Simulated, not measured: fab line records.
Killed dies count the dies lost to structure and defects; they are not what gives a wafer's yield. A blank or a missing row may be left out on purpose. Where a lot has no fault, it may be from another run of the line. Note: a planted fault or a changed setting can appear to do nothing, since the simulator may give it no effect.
Chamber matching || flow sky130 || rie_diel-01 running SKY_FIELD_ISO_ETCH_14: 4 sister chambers
The step etches BARC in N2/H2, stops on SiO2, time 45.9 s, target depth 60 nm. 4 wafers are shown with their chamber, then 7 later ones without.

WAFERS WITH THEIR CHAMBER
{"wafer": "L080.1", "chamber": 1, "oes_product_au (a.u.)": 0.856}
{"wafer": "L080.5", "chamber": 2, "oes_product_au (a.u.)": 0.861}
{"wafer": "L081.1", "chamber": 0, "oes_product_au (a.u.)": 0.857}
{"wafer": "L081.3", "chamber": 3, "oes_product_au (a.u.)": 0.847}

WAFERS WHOSE CHAMBER IS MISSING
{"wafer": "L081.4", "oes_product_au (a.u.)": 0.856}
{"wafer": "L086.1", "oes_product_au (a.u.)": 0.854}
{"wafer": "L086.3", "oes_product_au (a.u.)": 0.850}
{"wafer": "L086.4", "oes_product_au (a.u.)": 0.851}
{"wafer": "L096.3", "oes_product_au (a.u.)": 0.854}
{"wafer": "L096.4", "oes_product_au (a.u.)": 0.853}
{"wafer": "L096.5", "oes_product_au (a.u.)": 0.853}

WHICH CHAMBER EACH ONE RAN IN
{"wafer": "L081.4", "from the rows above": "can't be placed: 1 or 0 or 2", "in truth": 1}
{"wafer": "L086.1", "from the rows above": "can't be placed: 1 or 0 or 2 or 3", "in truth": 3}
{"wafer": "L086.3", "from the rows above": "can't be placed: 3 or 1 or 0", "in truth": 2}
{"wafer": "L086.4", "from the rows above": "can't be placed: 3 or 1 or 0", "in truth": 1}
{"wafer": "L096.3", "from the rows above": "can't be placed: 1 or 0 or 2 or 3", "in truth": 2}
{"wafer": "L096.4", "from the rows above": "can't be placed: 1 or 0 or 3 or 2", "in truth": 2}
{"wafer": "L096.5", "from the rows above": "can't be placed: 1 or 0 or 3 or 2", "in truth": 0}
Correct placement for 0 of the 7. From these rows, 7 cannot be placed; in 6 the true chamber is one of the candidates. 0 placed wrongly.
How it was worked out, from the rows above alone: a wafer's distance from a chamber is the root of the sum, over the readings, of the square of ((its reading less the chamber's mean) divided by the reading's scatter). If the next closest chamber is less than 2 further off than the closest, the wafer can't be placed; otherwise it belongs to the closest. Each chamber's mean is taken over the wafers shown for it. The scatter (one wafer shown for each chamber): square how far every hidden wafer sits from the nearest shown wafer, average those squares and take the square root.
